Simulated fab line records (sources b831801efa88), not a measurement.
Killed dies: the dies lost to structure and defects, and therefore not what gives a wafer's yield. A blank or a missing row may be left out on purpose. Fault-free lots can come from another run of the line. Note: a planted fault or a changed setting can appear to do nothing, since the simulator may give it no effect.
What tool caused it? / flow gf180mcu / 42 wafers from 14 lots sampled at 4 of the route's 602 steps

## WHAT EACH GAUGE READ, for each wafer
GF_STI_BOW_MEAS_00.
lot=L544; measured=day 1 15:01; on=film metro-03; INCOMING_BOW (um)=2 -4 -3
lot=L545; measured=day 1 20:00; on=film metro-01; INCOMING_BOW (um)=-3 0 -4
lot=L546; measured=day 2 01:00; on=film metro-02; INCOMING_BOW (um)=-2 -2 2
lot=L547; measured=day 2 06:00; on=film metro-02; INCOMING_BOW (um)=6 -3 2
lot=L548; measured=day 2 11:00; on=film metro-03; INCOMING_BOW (um)=0 2 4
lot=L549; measured=day 2 16:02; on=film metro-02; INCOMING_BOW (um)=12 -3 2
lot=L550; measured=day 2 21:01; on=film metro-03; INCOMING_BOW (um)=-3 -13 -3
lot=L551; measured=day 3 02:00; on=film metro-02; INCOMING_BOW (um)=-1 -3 -4
lot=L552; measured=day 3 07:00; on=film metro-03; INCOMING_BOW (um)=6 5 -8
lot=L556; measured=day 4 03:00; on=film metro-03; INCOMING_BOW (um)=0 8 -5
lot=L557; measured=day 4 08:04; on=film metro-01; INCOMING_BOW (um)=-7 -4 -5
lot=L562; measured=day 5 09:00; on=film metro-03; INCOMING_BOW (um)=3 2 4
lot=L564; measured=day 5 19:00; on=film metro-03; INCOMING_BOW (um)=-2 -7 -6
lot=L566; measured=day 6 05:00; on=film metro-02; INCOMING_BOW (um)=-3 -3 12

GF_LVPWELL_OVL_MEAS_07.
lot=L544; measured=day 4 02:46; on=overlay-01; LVPWELL_OVL (nm)=0.0 -1.0 -1.3
lot=L545; measured=day 4 08:30; on=overlay-01; LVPWELL_OVL (nm)=0.1 0.5 0.4
lot=L546; measured=day 4 12:45; on=overlay-01; LVPWELL_OVL (nm)=-1.5 -2.4 -1.6
lot=L547; measured=day 4 19:12; on=overlay-01; LVPWELL_OVL (nm)=1.1 0.7 -0.2
lot=L548; measured=day 4 23:29; on=overlay-01; LVPWELL_OVL (nm)=1.3 2.4 1.2
lot=L549; measured=day 5 05:07; on=overlay-01; LVPWELL_OVL (nm)=-2.0 -0.5 -1.0
lot=L550; measured=day 5 12:29; on=overlay-01; LVPWELL_OVL (nm)=2.0 1.3 0.5
lot=L551; measured=day 5 18:21; on=overlay-02; LVPWELL_OVL (nm)=0.2 -1.6 -1.4
lot=L552; measured=day 5 22:00; on=overlay-01; LVPWELL_OVL (nm)=-1.0 -0.2 -1.3
lot=L556; measured=day 7 01:00; on=overlay-02; LVPWELL_OVL (nm)=215.9 216.1 216.1 214.7 214.7 214.9
lot=L557; measured=day 7 04:43; on=overlay-02; LVPWELL_OVL (nm)=213.3 215.8 214.4 212.0 214.0 213.0
lot=L562; measured=day 8 09:18; on=overlay-02; LVPWELL_OVL (nm)=-0.1 -0.2 -1.2
lot=L564; measured=day 8 17:11; on=overlay-01; LVPWELL_OVL (nm)=-0.1 -1.1 0.0
lot=L566; measured=day 9 07:35; on=overlay-02; LVPWELL_OVL (nm)=-0.8 -0.5 -1.9

GF_MVPSD_OVL_MEAS_07.
lot=L544; measured=day 5 07:10; on=overlay-02; MVPSD_OVL (nm)=-3.0 -3.1 -2.3
lot=L545; measured=day 5 12:51; on=overlay-02; MVPSD_OVL (nm)=-2.3 -3.4 -2.6
lot=L546; measured=day 5 16:20; on=overlay-01; MVPSD_OVL (nm)=-0.4 -0.4 -1.1
lot=L547; measured=day 5 23:36; on=overlay-02; MVPSD_OVL (nm)=-0.6 -1.3 -1.6
lot=L548; measured=day 6 04:38; on=overlay-02; MVPSD_OVL (nm)=0.0 -0.1 -0.9
lot=L549; measured=day 6 10:09; on=overlay-02; MVPSD_OVL (nm)=-0.8 0.8 -0.5
lot=L550; measured=day 6 18:46; on=overlay-02; MVPSD_OVL (nm)=-0.5 -0.7 0.0
lot=L551; measured=day 7 01:11; on=overlay-01; MVPSD_OVL (nm)=-0.5 1.2 -0.1
lot=L552; measured=day 7 05:14; on=overlay-02; MVPSD_OVL (nm)=-1.2 -1.2 -2.5
lot=L562; measured=day 9 19:50; on=overlay-02; MVPSD_OVL (nm)=-1.1 -1.0 -0.1
lot=L564; measured=day 10 04:59; on=overlay-01; MVPSD_OVL (nm)=-0.3 -0.9 -1.2
lot=L566; measured=day 10 19:11; on=overlay-02; MVPSD_OVL (nm)=-0.6 1.0 -0.5

## WHAT TOOL EACH LOT RAN ON (gives the tool, then ch and the chambers of the sampled wafers, and finally the start)
lot=L544; GF_LVPWELL_EXPOSE_04=iline stepper-01 ch 0, day 3 20:38
lot=L545; GF_LVPWELL_EXPOSE_04=iline stepper-02 ch 0, day 4 02:20
lot=L546; GF_LVPWELL_EXPOSE_04=iline stepper-01 ch 0, day 4 06:19
lot=L547; GF_LVPWELL_EXPOSE_04=iline stepper-02 ch 0, day 4 12:11
lot=L548; GF_LVPWELL_EXPOSE_04=iline stepper-02 ch 0, day 4 17:11
lot=L549; GF_LVPWELL_EXPOSE_04=iline stepper-01 ch 0, day 4 22:31
lot=L550; GF_LVPWELL_EXPOSE_04=iline stepper-02 ch 0, day 5 05:54
lot=L551; GF_LVPWELL_EXPOSE_04=iline stepper-01 ch 0, day 5 11:01
lot=L552; GF_LVPWELL_EXPOSE_04=iline stepper-01 ch 0, day 5 14:47
lot=L556; GF_LVPWELL_EXPOSE_04=iline stepper-02 ch 0, day 6 17:38
lot=L557; GF_LVPWELL_EXPOSE_04=iline stepper-02 ch 0, day 6 21:04
lot=L562; GF_LVPWELL_EXPOSE_04=iline stepper-01 ch 0, day 8 01:03
lot=L564; GF_LVPWELL_EXPOSE_04=iline stepper-01 ch 0, day 8 09:14
lot=L566; GF_LVPWELL_EXPOSE_04=iline stepper-01 ch 0, day 8 23:13
- GF_LVPWELL_EXPOSE_04: exposes mask LVPWELL, target cd 600 nm.

## WHAT THE TOOLS THEMSELVES READ (means of the sampled wafers that have a number; where no wafer has one, the mark that the record gives instead)
The record holds no such reading with a usual standard deviation.

## THE ANSWER, worked out from the rows above alone
Rule: what is usual is taken from the lots themselves. The widest of any qualifying gaps counts: lots, ordered by their means at a reading, are off when they make up no more than a third of the lots, leave a main group of 4 or more, and stand apart from it by 3 or more times the standard deviation of that group's means. The tables above print the reading to a certain number of digits; a main group whose means all agree to those digits is not used. Also off: a lot with no number at a reading for which 4 or more lots have one. Any other lot the step has rows for is counted as sound. After the gauges, taken in route order, come the tools' own readings; for these a lot's mean is taken, as printed above. At the first step where some lot is off, the reading lying furthest off is the one used; lots without a number count as furthest.
Off: L556, L557, seen at GF_LVPWELL_OVL_MEAS_07 (LVPWELL_OVL). Mean -0.3 nm and standard deviation 1 in the main group.
If a tool, at a process step before that reading, ran all the lots that are off and no sound lot after the first of them, it fits. Those tools and the gauges at GF_LVPWELL_OVL_MEAS_07 are tried in the same way. One fits: iline stepper-02 at GF_LVPWELL_EXPOSE_04. Its last sound lot is L550 (day 5 05:54), its first lot that is off L556 (day 6 17:38): a fault that began between those two fits.

## WHAT THE SIMULATOR HAD PUT IN
Scanner matching overlay: iline stepper-02, from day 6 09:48 on, at GF_LVPWELL_EXPOSE_04. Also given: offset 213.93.
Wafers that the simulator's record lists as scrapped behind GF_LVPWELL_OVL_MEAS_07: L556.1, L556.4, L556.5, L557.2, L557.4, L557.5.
Struck lots among those shown: L556, L557. The rule above reached the same finding.
